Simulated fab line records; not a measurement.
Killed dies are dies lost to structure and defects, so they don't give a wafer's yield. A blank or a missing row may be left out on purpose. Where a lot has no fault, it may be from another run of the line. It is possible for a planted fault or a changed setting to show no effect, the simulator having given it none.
fab line records	flow sky130
record: lots: 14	wafers: 42	last-day: 50
route steps=708 shown LDD_P@259
lots that met no fault: taken from a fault-free run of the same line
start-h: the number of hours between the record's first day and the start of the first shown wafer of the lot	wait-h: how many hours have passed since the lot's step before this one	" same as the row above	L1.1+2: several wafers, shown together as one row	- no value present, or no start provided	* or withheld: withheld	< > ~ a bound
route shown NAME@n: names a module that has steps shown in the file, with the first one's number in the route	usual: mean/standard deviation taken from wafers without a fault	same: alike in all rows	chamber/n: place in a boat	sites: readings site by site	_std_site: standard deviation across them	_edge_site: mean of outer sites minus mean of inner sites	radius-mm: how far each site lies from the wafer's centre	mask NAME#n: copy n	behind: the most recent tool/chamber to have shaped the wafer	hold: cause of the lot's hold/its duration in hours/its outcome	device: the transistor (n, p or np) that didn't switch	end of line: the same wafers' tests at the end of the route	step lacking rows: just its recipe	killed: dies that structure and defects cost at the first sort, which is not the same as the wafer's yield	map: per-die view of a wafer (x killed, . not killed, _ where there is no die)
set.NAME: the setting that was run; set.NAME@STEP: the one run at that earlier step	model.NAME: the simulator's own value behind a step, which no gauge read
route steps across a sampled set of lots; one table per step, one row per wafer
services: a tool's chamber out of use, with start hour (start-h, from the record's first day; less than 0 if before it), hours out, and reason
== steps ==
step: SKY_LDD_P_EXPOSE_04
recipe: mask-id: PSDM	na: 0.6	source-shape: conventional	sigma-outer: 0.6	polarization: unpolarized	target-cd-nm: 380	dose-mj: 138
usual: exposure-dose-mJ-cm2: 137.95/0.14	focus-offset-nm: 0.0/0.54	sigma-outer: 0.6/0
lot.wafer	tool	chamber	start-h	wait-h	mask	exposure-dose-mJ-cm2	focus-offset-nm	sigma-outer
L380.3	iline-stepper-01	0	436.91	-	PSDM#0	137.92	-0.1	0.6
L380.4	"	0	"	"	PSDM#0	137.91	0.0	0.6
L380.6	"	0	"	"	PSDM#0	138.01	0.6	0.6
L381.3	iline-stepper-01	0	437.69	-	PSDM#0	137.97	0.9	0.6
L381.4	"	0	"	"	PSDM#0	138.05	0.5	0.6
L381.6	"	0	"	"	PSDM#0	137.84	-0.5	0.6
L383.1	iline-stepper-01	0	443.51	-	PSDM#0	137.81	0.4	0.6
L383.2	"	0	"	"	PSDM#0	137.79	0.0	0.6
L383.3	"	0	"	"	PSDM#0	138.02	1.4	0.6
L384.3	iline-stepper-01	0	455.73	-	PSDM#0	137.79	-0.1	0.6
L384.5	"	0	"	"	PSDM#0	137.83	-0.3	0.6
L384.6	"	0	"	"	PSDM#0	137.89	0.7	0.6
L388.1	iline-stepper-02	-	493.71	-	PSDM#0	-	-	-
L388.4	"	-	"	"	PSDM#0	-	-	-
L388.5	"	-	"	"	PSDM#0	-	-	-
L387.1	iline-stepper-02	-	494.63	-	PSDM#0	-	-	-
L387.2	"	-	"	"	PSDM#0	-	-	-
L387.3	"	-	"	"	PSDM#0	-	-	-
L394.2	iline-stepper-02	0	547.12	-	PSDM#0	137.94	-0.3	0.6
L394.3	"	0	"	"	PSDM#0	137.84	0.2	0.6
L394.4	"	0	"	"	PSDM#0	137.94	-0.3	0.6
L395.1	iline-stepper-02	0	558.81	-	PSDM#0	138.11	0.2	0.6
L395.3	"	0	"	"	PSDM#0	138.04	0.3	0.6
L395.6	"	0	"	"	PSDM#0	138.10	0.7	0.6
L397.2	iline-stepper-01	0	570.29	-	PSDM#0	138.31	-0.3	0.6
L397.3	"	0	"	"	PSDM#0	137.89	0.5	0.6
L397.6	"	0	"	"	PSDM#0	137.91	0.0	0.6
L398.1	iline-stepper-02	0	577.26	-	PSDM#0	137.61	-0.2	0.6
L398.5	"	0	"	"	PSDM#0	137.79	-0.8	0.6
L398.6	"	0	"	"	PSDM#0	137.81	-1.0	0.6
L399.2	iline-stepper-02	0	580.92	-	PSDM#0	138.15	-0.1	0.6
L399.5	"	0	"	"	PSDM#0	138.07	-0.1	0.6
L399.6	"	0	"	"	PSDM#0	138.10	-0.2	0.6
L401.2	iline-stepper-01	0	602.55	-	PSDM#0	137.80	-0.2	0.6
L401.4	"	0	"	"	PSDM#0	137.77	0.2	0.6
L401.5	"	0	"	"	PSDM#0	137.92	-0.4	0.6
L403.1	iline-stepper-01	0	607.93	-	PSDM#0	137.88	-0.6	0.6
L403.4	"	0	"	"	PSDM#0	137.86	0.4	0.6
L403.5	"	0	"	"	PSDM#0	137.82	-0.3	0.6
L402.1	iline-stepper-01	0	611.03	-	PSDM#0	137.99	0.5	0.6
L402.2	"	0	"	"	PSDM#0	137.96	0.8	0.6
L402.4	"	0	"	"	PSDM#0	138.21	0.3	0.6
== services ==
tool	chamber	start-h	hours	kind
iline-stepper-02	-	431.73	8.0	repair
iline-stepper-02	0	474.28	-	calibration
iline-stepper-01	-	489.55	1.7	pm
iline-stepper-02	-	499.26	1.0	repair
iline-stepper-02	-	524.59	1.7	pm
iline-stepper-01	0	579.53	-	calibration
iline-stepper-02	-	591.91	16.7	repair
== key ==
first-sign: step: SKY_LDD_P_EXPOSE_04	reading: tool-record	direction: missing
effect none on later readings
met-at SKY_LDD_P_EXPOSE_04
struck-lots L387,L388
sort-left-out L387.1,L387.2,L387.3,L388.1,L388.4,L388.5
tester-left-out L387,L388
fault: kind: skipped-step-whole	tool: iline-stepper-02	chamber: -	onset-h: 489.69	steps: SKY_LDD_P_EXPOSE_04	scope: struck-lots-only
tester-left-out: of these lots the tester's yield and bins aren't shown, on N5 and GAA mostly nor the transistor test; their killed dies are dies lost to structure and defects alone, not to doping, threshold or leakage, so they don't give the yield
sort-left-out: the simulated sort isn't trusted on such a fault, so these wafers' sort isn't shown, and their yield isn't known
